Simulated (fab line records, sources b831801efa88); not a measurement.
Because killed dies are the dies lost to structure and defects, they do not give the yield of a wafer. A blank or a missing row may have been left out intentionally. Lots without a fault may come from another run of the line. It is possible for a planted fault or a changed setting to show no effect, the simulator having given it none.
Which tool is to blame? | flow sky130 | 10 lots, 30 wafers sampled, at 4 steps of a route of 708

## WHAT THE GAUGES READ, wafer by wafer
SKY_NWELL_OVL_MEAS_10.
lot  | measured     | on         | NWELL_00_OVL (nm)
L936 | day 4 10:52  | overlay-01 | 0.6 0.1 -0.9
L937 | day 4 21:29  | overlay-01 | 0.2 0.7 1.0
L938 | day 5 01:32  | overlay-02 | -1.6 1.1 2.0
L940 | day 5 09:28  | overlay-02 | 0.3 -1.3 1.1
L945 | day 6 16:12  | overlay-02 | -1.2 0.2 -0.3
L946 | day 6 22:26  | overlay-02 | 0.6 1.7 0.6
L951 | day 8 07:42  | overlay-02 | - - -
L953 | day 8 20:40  | overlay-01 | 1.8 2.2 1.0
L958 | day 9 20:06  | overlay-02 | 0.9 -1.0 -0.8
L959 | day 10 03:46 | overlay-02 | -1.3 -0.2 -2.2

## EACH LOT AND THE TOOL THAT RAN IT (in order: tool; ch and the chambers of the sampled wafers; start)
lot  | SKY_FIELD_ISO_CMP_27         | SKY_PWDE_STRIP_09                   | SKY_NWELL_EXPOSE_07
L936 | cmp-02 ch 1,2, day 2 09:05   | plasma asher-04 ch 0, day 3 18:06   | iline stepper-01 ch 0, day 4 02:48
L937 | cmp-01 ch 0,3, day 2 16:12   | plasma asher-01 ch 0,1, day 4 05:01 | iline stepper-01 ch 0, day 4 13:05
L938 | cmp-01 ch 0,3, day 2 21:22   | plasma asher-01 ch 0,1, day 4 09:25 | iline stepper-01 ch 0, day 4 17:30
L940 | cmp-01 ch 2,3, day 3 06:07   | plasma asher-03 ch 0,1, day 4 17:16 | iline stepper-02 ch 0, day 5 01:22
L945 | cmp-02 ch 0,2,3, day 4 08:54 | plasma asher-01 ch 0,1, day 5 22:23 | iline stepper-02 ch 0, day 6 07:32
L946 | cmp-01 ch 0,1, day 4 13:43   | plasma asher-04 ch 0,1, day 6 04:31 | iline stepper-01 ch 0, day 6 13:56
L951 | cmp-01 ch 0,1,2, day 5 18:48 | plasma asher-04 ch 0,1, day 7 11:35 | iline stepper-02 ch 0, day 7 21:05
L953 | cmp-01 ch 0,1, day 6 04:27   | plasma asher-04 ch 0,1, day 8 00:19 | iline stepper-01 ch 0, day 8 10:27
L958 | cmp-02 ch 1,3, day 7 02:31   | plasma asher-01 ch 0,1, day 8 22:32 | iline stepper-02 ch 0, day 9 09:38
L959 | cmp-01 ch 0,1,2, day 7 09:56 | plasma asher-03 ch 0,1, day 9 06:19 | iline stepper-02 ch 0, day 9 16:55
- SKY_FIELD_ISO_CMP_27: polishes, stops on Si3N4, t overpolish 16 s, target thk 457.8 nm.
- SKY_PWDE_STRIP_09: strips in O2/N2.
- SKY_NWELL_EXPOSE_07: exposes mask NWM, target cd 840 nm.

## THE ANSWER, worked out from the rows above alone
Rule: the usual values come from the lots themselves. The widest of any qualifying gaps counts: lots, ordered by their means at a reading, are off when they make up no more than a third of the lots, leave a main group of 4 or more, and stand apart from it by 3 or more times the standard deviation of that group's means. Not used: any main group whose means are identical at the precision the tables above print for the reading. Also off: a lot with no number at a reading for which 4 or more lots have one. Any other lot the step has rows for is counted as sound.
Off: L951, at SKY_NWELL_OVL_MEAS_10 (NWELL_00_OVL). Without a number there: L951. Mean 0.2 nm and standard deviation 0.8 in the main group.
A tool fits if, at a process step before that reading, it ran every lot that is off, and no sound lot after the first of them. Those tools and the gauges at SKY_NWELL_OVL_MEAS_10 are tried in the same way. No candidate that was tried fits.

## WHAT THE SIMULATOR HAD INSERTED
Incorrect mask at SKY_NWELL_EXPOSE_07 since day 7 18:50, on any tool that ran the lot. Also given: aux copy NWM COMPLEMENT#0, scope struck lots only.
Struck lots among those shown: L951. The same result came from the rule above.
